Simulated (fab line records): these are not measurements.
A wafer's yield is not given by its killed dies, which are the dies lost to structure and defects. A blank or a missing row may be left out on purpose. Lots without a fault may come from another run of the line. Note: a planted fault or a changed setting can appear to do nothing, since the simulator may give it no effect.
Chamber matching    flow gf180mcu    pecvd-01 running GF_PASSIVATION_CVD_00: 3 sister chambers
The step deposits SiO2 from TEOS, target thk 1000 nm, time 111.95 s. 24 wafers are shown with their chamber, then 12 later ones without.

== WAFERS PAIRED WITH THEIR CHAMBERS ==
wafer   chamber  heater_power_w (W)
L075.1  1        850
L075.2  2        672
L075.3  2        739
L075.4  1        715
L075.5  2        594
L075.6  1        781
L076.1  2        650
L076.2  0        833
L076.3  1        728
L076.4  0        677
L076.5  1        808
L076.6  2        720
L081.1  2        746
L081.3  1        907
L081.4  0        658
L082.3  2        763
L082.4  2        594
L082.6  1        837
L086.1  2        676
L086.3  1        821
L086.6  0        761
L087.1  1        844
L087.5  0        753
L087.6  1        708

SIGNATURES, as means of the wafers listed above
reading         chamber 0  chamber 1  chamber 2  scatter within a chamber
heater_power_w  736.40     799.90     683.78     65.8
Rule: a wafer lies at a distance from a chamber equal to the root of the sum of squares, over the readings, of (its reading less the chamber's mean, divided by the reading's scatter). The wafer belongs to the nearest chamber; if the next one is less than 2 further off, it can't be placed. The scatter: the root of (the sum of the squares of (reading less its chamber's mean) over the shown wafers, divided by (wafers less chambers)).

== WAFERS MISSING THEIR CHAMBER ==
wafer   heater_power_w (W)
L092.1  813
L092.3  683
L092.4  712
L093.1  820
L093.2  738
L093.3  822
L093.4  596
L093.5  841
L093.6  858
L094.3  685
L094.5  595
L094.6  768

== EACH ONE'S CHAMBER ==
wafer   from the rows above           in truth
L092.1  can't be placed: 1 or 0 or 2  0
L092.3  can't be placed: 2 or 0 or 1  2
L092.4  can't be placed: 0 or 2 or 1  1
L093.1  can't be placed: 1 or 0 or 2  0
L093.2  can't be placed: 0 or 2 or 1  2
L093.3  can't be placed: 1 or 0 or 2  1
L093.4  can't be placed: 2 or 0 or 1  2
L093.5  can't be placed: 1 or 0 or 2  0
L093.6  can't be placed: 1 or 0 or 2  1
L094.3  can't be placed: 2 or 0 or 1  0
L094.5  can't be placed: 2 or 0 or 1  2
L094.6  can't be placed: 0 or 1 or 2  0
0 of 12 placed correctly. Cannot be placed on the basis of these rows: 12; the candidates contain the true chamber in 12. Number placed wrongly: 0.
